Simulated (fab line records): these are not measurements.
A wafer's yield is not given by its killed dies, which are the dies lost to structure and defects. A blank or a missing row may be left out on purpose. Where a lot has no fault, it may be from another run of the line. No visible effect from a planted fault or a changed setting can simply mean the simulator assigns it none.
Matching of chambers | flow sky130 | SKY_CONTACT_ETCH_17 on rie_diel-04 has 4 sister chambers
The step etches SiO2 in C4F8/O2/Ar, stops on Si3N4, target depth 340 nm. 14 wafers are shown with their chamber, then 7 later ones without.

## WAFERS PAIRED WITH THEIR CHAMBERS
wafer  | chamber | oes_product_au (a.u.)
L827.2 | 0       | 0.891
L827.4 | 3       | 0.897
L827.5 | 2       | 0.889
L828.3 | 0       | 0.887
L828.4 | 1       | 0.887
L828.6 | 3       | 0.901
L829.2 | 3       | 0.897
L829.3 | 0       | 0.888
L829.4 | 1       | 0.900
L830.2 | 3       | 0.886
L830.4 | 1       | 0.893
L830.6 | 0       | 0.887
L843.2 | 1       | 0.898
L843.3 | 0       | 0.890

SIGNATURES (averages over the wafers above)
reading        | chamber 0 | chamber 1 | chamber 2 | chamber 3 | scatter within a chamber
oes_product_au | 0.88860   | 0.89450   | 0.88900   | 0.89525   | 0.00489
Rule: for a wafer and a chamber, the distance is found by dividing, reading by reading, the gap between the wafer's reading and the chamber's mean by the reading's scatter, squaring, summing and taking the root. The wafer belongs to the nearest chamber; if the next one is less than 2 further off, it can't be placed. The scatter: the root of (the sum of the squares of (reading less its chamber's mean) over the shown wafers, divided by (wafers less chambers)).

## WAFERS WITHOUT THEIR CHAMBER
wafer  | oes_product_au (a.u.)
L843.5 | 0.889
L845.4 | 0.901
L845.5 | 0.897
L845.6 | 0.886
L846.1 | 0.890
L846.2 | 0.895
L846.5 | 0.892

## WHICH CHAMBER EACH ONE RAN IN
wafer  | from the rows above               | in truth
L843.5 | can't be placed: 2 or 0 or 1 or 3 | 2
L845.4 | can't be placed: 3 or 1 or 2 or 0 | 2
L845.5 | can't be placed: 3 or 1 or 2 or 0 | 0
L845.6 | can't be placed: 0 or 2 or 1 or 3 | 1
L846.1 | can't be placed: 2 or 0 or 1 or 3 | 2
L846.2 | can't be placed: 3 or 1 or 2 or 0 | 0
L846.5 | can't be placed: 1 or 2 or 3 or 0 | 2
Placed correctly: 0 of 7. Can't be placed from these rows: 7 (the true chamber is among the candidates in 7). 0 placed wrongly.
